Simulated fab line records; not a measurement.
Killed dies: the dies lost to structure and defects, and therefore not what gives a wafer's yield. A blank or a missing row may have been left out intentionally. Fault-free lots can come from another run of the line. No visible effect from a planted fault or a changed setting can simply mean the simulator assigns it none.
fab line records | flow sky130
record lots=6 wafers=18 lastDay=50
route steps=708 shown SONOS_TUNNEL@166 SONOS_ONO@168 PAD_OPEN@708
lots that met no fault: taken from a fault-free run of the same line
startH: the number of hours between the record's first day and the start of the first shown wafer of the lot | waitH: hours elapsed since this lot's preceding step | " same as the row above | L1.1+2: a single row standing in for several wafers | - either no value or no given start | * or withheld: withheld | < > ~ a bound
route shown NAME@n: names a module that has steps shown in the file, with the first one's number in the route | usual: average and standard deviation across the fault-free wafers | same: alike in all rows | chamber/n: place in a boat | sites: readings site by site | _std_site: the values' standard deviation | _edge_site: mean of outer sites minus mean of inner sites | radiusMm: for every site, how far away it sits from the centre of the wafer | mask NAME#n: copy n | behind: the most recent tool/chamber to have shaped the wafer | hold: why the lot was held/for how many hours/how that ended | device: names the non-switching transistor (n, p or np) | end of line: the same wafers' tests at the end of the route | where a step has no rows: the recipe by itself | killed: not the wafer's yield, but the dies lost to structure and defects at the first sort | map: shows each die of a wafer: x if killed, . if not, _ if none is there
set.NAME: the setting the step ran with; set.NAME@STEP: the setting that earlier step ran with | model.NAME: the simulator's own value behind a step, which no gauge read
lots at selected steps of the route; one table per step, one row per wafer
services: the hour from which a tool's chamber was out of use, counted from the record's first day as startH (under 0 if before that day), plus the number of hours and why
## steps
# step SKY_SONOS_TUNNEL_TW_MEAS_12
# usual SONOS_TUNNEL_TW=197.1/0.98
# columns lot.wafer tool chamber startH waitH SONOS_TUNNEL_TW
L359.2 filmMetro-03 - 245.78 0.0 196.2
L359.3 " - " " 195.0
L359.4 " - " " 196.1
L369.2 filmMetro-03 - 325.64 0.0 197.4
L369.5 " - " " 197.6
L369.6 " - " " 196.3
L378.1 filmMetro-01 - 411.36 0.0 196.5
L378.2 " - " " 195.1
L378.4 " - " " 194.7
L380.4 filmMetro-02 - 418.00 0.0 197.3
L380.5 " - " " 198.1
L380.6 " - " " 196.5
L381.1 filmMetro-01 - 423.91 0.0 196.5
L381.4 " - " " 194.1
L381.5 " - " " 195.3
L382.1 filmMetro-03 - 436.01 0.0 195.3
L382.3 " - " " 195.1
L382.5 " - " " 195.1
# step SKY_SONOS_TUNNEL_CLEAN_13
# recipe chemistry=dHF timeS=20 dilution=100:1 dry=ipaMarangoni
# step SKY_SONOS_ONO_OXIDATION_00
# recipe tempC=800 ambient=O2 idleTempC=700 rampUpCPerMin=10 rampDownCPerMin=3 stabiliseS=600 purgeS=300 targetThkA=26 oxTimeS=1249
# step SKY_SONOS_ONO_THK_MEAS_01
# recipe reads=SiO2_of_SONOS_ONO_OXIDATION_00
# usual SONOS_ONO_OXIDATION_THK=2.60/0.064
# columns lot.wafer tool chamber startH waitH SONOS_ONO_OXIDATION_THK[nm]
L359.2 filmMetro-03 - 249.52 0.0 2.41
L359.3 " - " " 2.37
L359.4 " - " " 2.46
L369.2 filmMetro-04 - 327.32 0.0 2.60
L369.5 " - " " 2.52
L369.6 " - " " 2.52
L378.1 filmMetro-03 - 412.78 0.0 2.62
L378.2 " - " " 2.59
L378.4 " - " " 2.60
L380.4 filmMetro-03 - 419.42 0.0 2.62
L380.5 " - " " 2.61
L380.6 " - " " 2.58
L381.1 filmMetro-03 - 426.07 0.0 2.54
L381.4 " - " " 2.53
L381.5 " - " " 2.57
L382.1 filmMetro-01 - 438.68 0.0 2.52
L382.3 " - " " 2.56
L382.5 " - " " 2.60
# step SKY_SONOS_ONO_CVD_02
# recipe material=Si3N4 precursor=DCS/NH3 targetThkNm=10.5 tempC=770 timeS=180 pressureMtorr=250
# step SKY_SONOS_ONO_THK_MEAS_03
# recipe reads=Si3N4_of_SONOS_ONO_CVD_02
# usual SONOS_ONO_CVD_02_THK=10.51/0.15
# columns lot.wafer tool chamber startH waitH SONOS_ONO_CVD_02_THK[nm]
L359.2 filmMetro-01 - 251.35 0.0 10.20
L359.3 " - " " 10.32
L359.4 " - " " 10.38
L369.2 filmMetro-04 - 329.82 0.0 10.49
L369.5 " - " " 10.57
L369.6 " - " " 10.81
L378.1 filmMetro-03 - 415.58 0.0 10.48
L378.2 " - " " 10.36
L378.4 " - " " 10.46
L380.4 filmMetro-04 - 420.53 0.0 10.42
L380.5 " - " " 10.45
L380.6 " - " " 10.38
L381.1 filmMetro-04 - 427.18 0.0 10.68
L381.4 " - " " 10.72
L381.5 " - " " 10.68
L382.1 filmMetro-03 - 440.09 0.0 10.44
L382.3 " - " " 10.61
L382.5 " - " " 10.39
# step SKY_SONOS_ONO_CVD_04
# recipe material=SiO2 precursor=SiH4/N2O targetThkNm=5.7199 tempC=900 pressureMtorr=400
# step SKY_SONOS_ONO_THK_MEAS_05
# recipe reads=SiO2_of_SONOS_ONO_CVD_04
# usual SONOS_ONO_CVD_04_THK=5.72/0.12
# columns lot.wafer tool chamber startH waitH SONOS_ONO_CVD_04_THK[nm]
L359.2 filmMetro-01 - 252.66 0.0 5.74
L359.3 " - " " 5.76
L359.4 " - " " 5.79
L369.2 filmMetro-03 - 331.13 0.0 5.81
L369.5 " - " " 5.89
L369.6 " - " " 5.94
L378.1 filmMetro-04 - 416.89 0.0 5.64
L378.2 " - " " 5.58
L378.4 " - " " 5.57
L380.4 filmMetro-04 - 421.84 0.0 5.78
L380.5 " - " " 5.74
L380.6 " - " " 5.57
L381.1 filmMetro-01 - 428.49 0.0 5.90
L381.4 " - " " 5.73
L381.5 " - " " 5.78
L382.1 filmMetro-01 - 441.40 0.0 5.65
L382.3 " - " " 5.74
L382.5 " - " " 5.58
# step SKY_SONOS_ONO_DEHYDRATE_06
# recipe tempC=200 timeS=60
# step SKY_SONOS_ONO_HMDS_07
# recipe primeTimeS=60 primeTempC=120
# step SKY_SONOS_ONO_COAT_08
# recipe resist=NOVOLAK spinRpm=3000 resistThkNm=1140
# step SKY_SONOS_ONO_SOFTBAKE_09
# recipe tempC=90 timeS=60 resist=NOVOLAK
# step SKY_SONOS_ONO_EXPOSE_10
# recipe maskId=ONOM targetCdNm=410 na=0.6 sourceShape=conventional sigmaOuter=0.6 doseMj=150
# columns lot.wafer tool chamber startH waitH mask
L359.2+3+4 ilineStepper-01 0 264.07 - ONOM#0
L369.2+5+6 ilineStepper-02 0 343.82 - ONOM#0
L378.1+2+4 ilineStepper-02 0 431.60 - ONOM#0
L380.4+5+6 ilineStepper-01 0 436.46 - ONOM#0
L381.1+4+5 ilineStepper-01 0 444.50 - ONOM#0
L382.1+3+5 ilineStepper-02 0 457.10 - ONOM#0
# step SKY_SONOS_ONO_PEB_11
# recipe tempC=withheld timeS=* resist=NOVOLAK
# step SKY_SONOS_ONO_DEVELOP_12
# recipe developTimeS=60 devTempC=23
# step SKY_SONOS_ONO_CD_MEAS_13
# recipe targetCdNm=410
# usual cdNm=410.7/2.3
# columns lot.wafer tool chamber startH waitH cdNm
L359.2 cdSem-02 - 276.50 0.1 411.2
L359.3 " - " " 409.2
L359.4 " - " " 412.6
L369.2 cdSem-02 - 357.80 0.1 408.4
L369.5 " - " " 411.0
L369.6 " - " " 408.4
L378.1 cdSem-02 - 447.30 0.1 408.6
L378.2 " - " " 408.9
L378.4 " - " " 407.4
L380.4 cdSem-01 - 452.76 0.1 375.0
L380.5 " - " " 343.9
L380.6 " - " " 386.6
L381.1 cdSem-02 - 459.53 0.1 364.8
L381.4 " - " " 389.9
L381.5 " - " " 389.2
L382.1 cdSem-01 - 472.12 0.2 412.7
L382.3 " - " " 413.6
L382.5 " - " " 413.0
# step SKY_SONOS_ONO_OVL_MEAS_14
# usual SONOS_ONO_OVL=0.9/1.6
# columns lot.wafer tool chamber startH waitH SONOS_ONO_OVL[nm]
L359.2 overlay-01 - 276.61 0.1 1.6
L359.3 " - " " 2.0
L359.4 " - " " 0.5
L369.2 overlay-02 - 357.91 0.1 2.0
L369.5 " - " " 3.3
L369.6 " - " " 2.7
L378.1 overlay-01 - 447.42 0.1 2.6
L378.2 " - " " 2.2
L378.4 " - " " 1.3
L380.4 overlay-02 - 452.83 0.1 0.6
L380.5 " - " " 0.9
L380.6 " - " " 0.3
L381.1 overlay-01 - 459.65 0.1 2.3
L381.4 " - " " 1.6
L381.5 " - " " 0.9
L382.1 overlay-02 - 472.24 0.1 0.6
L382.3 " - " " 0.6
L382.5 " - " " 1.1
# step SKY_SONOS_ONO_ETCH_15
# recipe targetDepthNm=19.52 chemistry=CHF3/O2 sourceW=600 biasW=200 pressureMtorr=40 chf3FlowSccm=50 O2_flow_sccm=5 timeS=7.8
# usual drypumpMotorCurrentA=5.7/0.53 oesProductAu=0.999/0.011 throttleValvePct=8.824/0.0097
# columns lot.wafer tool chamber startH waitH drypumpMotorCurrentA oesProductAu rfHoursCounterH throttleValvePct model.SONOS_ONO.cdNm
L359.2 rieDiel-03 0 276.64 0.0 6.3 0.988 42 8.820 411.6
L359.3 " 3 " " 6.6 0.996 4 8.828 409.3
L359.4 " 1 " " 4.9 0.999 72 8.820 412.4
L369.2 rieDiel-02 2 357.94 0.0 5.9 0.988 6 8.815 408.2
L369.5 " 0 " " 5.9 1.002 - 8.813 410.9
L369.6 " 3 " " 5.6 0.990 - 8.821 408.3
L378.1 rieDiel-02 3 447.45 0.0 5.6 1.006 57 8.825 408.5
L378.2 " 2 " " 5.8 0.992 8 8.838 408.9
L378.4 " 0 " " 6.0 1.001 28 8.838 407
L380.4 rieDiel-03 1 452.85 0.0 4.9 0.995 76 8.825 374.6
L380.5 " 3 " " 6.6 1.011 - 8.822 343.8
L380.6 " 2 " " 5.7 0.998 - 8.829 386.3
L381.1 rieDiel-04 1 459.68 0.0 4.9 1.012 5 8.824 365.1
L381.4 " 0 " " 5.3 0.988 52 8.820 389.8
L381.5 " 0 " " 5.3 0.999 - 8.832 389.1
L382.1 rieDiel-04 3 472.28 0.0 5.0 0.998 73 8.808 412.6
L382.3 " 2 " " 6.2 1.019 6 8.828 414.2
L382.5 " 1 " " 4.9 1.005 - 8.823 413
# step SKY_SONOS_ONO_WET_ETCH_16
# recipe chemistry=dHF targetDepthNm=14 dry=n2Spin target=SiO2 dilution=100:1 tempC=25 timeS=280
# step SKY_PAD_OPEN_PROBE_99
# usual killed_at_M0_to_M3=45/6.6 killed_at_M4_up=3.1/1.6 killedAtContacts=24/5 killedAtFrontEnd=14/4.4 killedAtOther=0.3/0.58 killedDies=87/9.2 killedOpen=47/6.7 killedShort=40/6.4
# same grossDies=492 killedAtBackSide=0
# columns lot.wafer tool chamber startH waitH killed_at_M0_to_M3 killed_at_M4_up killedAtContacts killedAtFrontEnd killedAtOther killedDies killedOpen killedShort
L359.2 prober-01 - 1074.20 0.1 50 2 30 15 1 98 50 48
L359.3 prober-01 - 1074.25 0.2 54 2 28 9 0 93 54 39
L359.4 prober-01 - 1074.30 0.2 38 5 31 12 0 86 44 42
L369.2 prober-01 - 1131.60 0.1 47 3 25 19 0 94 53 41
L369.5 prober-01 - 1131.75 0.2 44 3 24 25 1 97 49 48
L369.6 prober-01 - 1131.80 0.2 42 5 30 30 0 107 61 46
L378.2 prober-01 - 1187.69 0.1 36 5 20 17 0 78 49 29
L378.4 prober-01 - 1187.79 0.2 50 4 30 14 0 98 60 38
L380.4 prober-02 - 1190.56 0.2 45 4 23 10 0 82 47 34
L380.5 prober-02 - 1190.61 0.2 42 1 26 139 0 208 44 33
L380.6 prober-02 - 1190.66 0.2 35 3 33 13 0 84 45 39
L381.1 prober-01 - 1193.60 0.1 47 2 25 23 1 98 50 42
L381.4 prober-01 - 1193.75 0.2 50 1 31 14 0 96 49 47
L381.5 prober-01 - 1193.80 0.2 44 5 23 24 0 96 52 44
L382.1 prober-02 - 1200.70 0.1 39 2 25 7 3 76 37 39
L382.3 prober-02 - 1200.80 0.2 55 3 27 14 0 99 55 44
L382.5 prober-02 - 1200.90 0.2 48 2 21 14 0 85 44 41
# killed by level:class
L359.2 CONTACT:geometricParticle:open=13 LI_CONTACT:geometricParticle:open=12 VIA1:geometricParticle:open=9 VIA1:geometricParticle:short=9 METAL1:geometricParticle:short=8 VIA2:geometricParticle:open=7 POLY_GATE:geometricParticle:short=6 METAL2:geometricParticle:short=5
L359.3 CONTACT:geometricParticle:open=14 VIA3:geometricParticle:open=11 VIA1:geometricParticle:open=10 VIA2:geometricParticle:open=9 METAL2:geometricParticle:short=6 LOCAL_INTERCONNECT:geometricParticle:short=6 CONTACT:geometricParticle:short=6 VIA2:geometricParticle:short=5
L359.4 CONTACT:geometricParticle:open=14 VIA1:geometricParticle:open=7 VIA1:geometricParticle:short=6 VIA3:geometricParticle:open=6 LI_CONTACT:geometricParticle:short=5 LI_CONTACT:geometricParticle:open=5 CONTACT:geometricParticle:short=5 VIA2:geometricParticle:open=5
L369.2 VIA1:geometricParticle:open=17 CONTACT:geometricParticle:open=10 CONTACT:geometricParticle:short=7 VIA2:geometricParticle:short=6 FIELD_ISO:geometricParticle:short=5 POLY_GATE:geometricParticle:short=5 POLY_GATE:geometricParticle:open=5 METAL2:geometricParticle:open=5
L369.5 POLY_GATE:geometricParticle:short=9 VIA1:geometricParticle:open=9 FIELD_ISO:geometricParticle:open=8 VIA1:geometricParticle:short=8 VIA2:geometricParticle:open=8 CONTACT:geometricParticle:open=7 LI_CONTACT:geometricParticle:open=7 VIA3:geometricParticle:open=5
L369.6 CONTACT:geometricParticle:open=12 VIA1:geometricParticle:open=9 FIELD_ISO:geometricParticle:open=8 CONTACT:geometricParticle:short=8 POLY_GATE:geometricParticle:short=7 POLY_GATE:geometricParticle:open=7 VIA2:geometricParticle:open=7 FIELD_ISO:geometricParticle:short=6
L378.2 VIA1:geometricParticle:open=15 LI_CONTACT:geometricParticle:open=8 CONTACT:geometricParticle:open=6 METAL1:geometricParticle:short=5 VIA2:geometricParticle:open=5 FIELD_ISO:geometricParticle:short=4 FIELD_ISO:geometricParticle:open=4 POLY_GATE:geometricParticle:short=4
L378.4 VIA2:geometricParticle:open=14 LI_CONTACT:geometricParticle:open=10 CONTACT:geometricParticle:open=10 VIA1:geometricParticle:open=8 METAL1:geometricParticle:short=6 VIA3:geometricParticle:open=6 METAL3:geometricParticle:short=5 FIELD_ISO:geometricParticle:open=4
L380.4 VIA1:geometricParticle:open=11 VIA2:geometricParticle:open=8 CONTACT:geometricParticle:open=7 LI_CONTACT:geometricParticle:short=6 METAL2:geometricParticle:open=5 LI_CONTACT:geometricParticle:open=4 LOCAL_INTERCONNECT:geometricParticle:short=4 METAL2:geometricParticle:short=4
L380.5 SONOS_ONO:areaExpose=131 VIA1:geometricParticle:open=13 METAL2:geometricParticle:short=9 CONTACT:geometricParticle:open=9 LI_CONTACT:geometricParticle:open=7 VIA2:geometricParticle:open=6 CONTACT:geometricParticle:short=5 LOCAL_INTERCONNECT:geometricParticle:short=4
L380.6 CONTACT:geometricParticle:open=14 METAL2:geometricParticle:short=6 VIA3:geometricParticle:open=6 LOCAL_INTERCONNECT:geometricParticle:short=5 VIA1:geometricParticle:open=5 CONTACT:geometricParticle:short=5 VIA2:geometricParticle:open=5 FIELD_ISO:geometricParticle:short=4
L381.1 VIA1:geometricParticle:open=14 CONTACT:geometricParticle:open=8 VIA3:geometricParticle:open=7 CONTACT:geometricParticle:short=6 SONOS_ONO:areaExpose=6 FIELD_ISO:geometricParticle:open=5 LOCAL_INTERCONNECT:geometricParticle:short=5 FIELD_ISO:geometricParticle:short=4
L381.4 CONTACT:geometricParticle:open=12 VIA1:geometricParticle:open=8 VIA2:geometricParticle:open=7 VIA2:geometricParticle:short=6 LI_CONTACT:geometricParticle:open=6 METAL1:geometricParticle:short=6 LOCAL_INTERCONNECT:geometricParticle:short=6 VIA1:geometricParticle:short=6
L381.5 VIA3:geometricParticle:open=9 CONTACT:geometricParticle:short=9 FIELD_ISO:geometricParticle:open=8 VIA1:geometricParticle:open=8 CONTACT:geometricParticle:open=7 METAL1:geometricParticle:short=5 METAL2:geometricParticle:short=5 VIA2:geometricParticle:open=5
L382.1 LI_CONTACT:geometricParticle:open=10 VIA2:geometricParticle:open=9 METAL2:geometricParticle:short=8 VIA1:geometricParticle:open=8 METAL1:geometricParticle:short=7 CONTACT:geometricParticle:open=5 CONTACT:geometricParticle:short=4 LI_CONTACT:geometricParticle:short=3
L382.3 VIA2:geometricParticle:open=12 VIA1:geometricParticle:open=11 CONTACT:geometricParticle:open=10 CONTACT:geometricParticle:short=7 METAL1:geometricParticle:short=7 LI_CONTACT:geometricParticle:open=6 VIA1:geometricParticle:short=6 VIA3:geometricParticle:open=5
L382.5 VIA1:geometricParticle:open=12 VIA1:geometricParticle:short=8 CONTACT:geometricParticle:open=7 LI_CONTACT:geometricParticle:open=6 VIA2:geometricParticle:open=5 VIA2:geometricParticle:short=5 VIA3:geometricParticle:open=5 FIELD_ISO:geometricParticle:short=4
## services
# columns tool chamber startH hours kind
ilineStepper-02 - 259.44 12.3 repair
rieDiel-03 0 260.55 3.0 repair
rieDiel-04 0 268.77 3.7 repair
ilineStepper-01 - 273.09 1.7 pm
rieDiel-04 2 289.35 3.7 repair
rieDiel-02 - 321.37 2.8 pm
rieDiel-03 0 348.79 4.9 repair
ilineStepper-02 - 357.44 1.7 pm
rieDiel-04 - 384.77 15.6 pm
rieDiel-02 - 389.49 0.5 repair
## key
firstSign step=SKY_SONOS_ONO_CD_MEAS_13 reading=cdNm direction=down sigmas=16 usual=410.7 struck=374.9
effect step=SKY_PAD_OPEN_PROBE_99 reading=killedAtFrontEnd direction=up sigmas=5.2 usual=14 struck=37 wafersMoved=1
modelEffect step=SKY_SONOS_ONO_ETCH_15 value=SONOS_ONO.cdNm without=409.9 struck=374.8
moreKillsBornAt SKY_SONOS_ONO_EXPOSE_10@ilineStepper-01=138
metAt SKY_SONOS_ONO_EXPOSE_10
struckWafers L380.4,L380.5,L380.6,L381.1,L381.4,L381.5
testerLeftOut L380,L381
onsetBetween 264.07 436.46
fault kind=processParameterDrift tool=ilineStepper-01 chamber=- onsetH=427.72 steps=SKY_SONOS_ONO_EXPOSE_10 channel=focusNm offset=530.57 spreadByWafer=0.3 shape=step endH=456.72
# testerLeftOut: of these lots the tester's yield and bins aren't shown, on N5 and GAA mostly nor the transistor test; their killed dies are dies lost to structure and defects alone, not to doping, threshold or leakage, so they don't give the yield
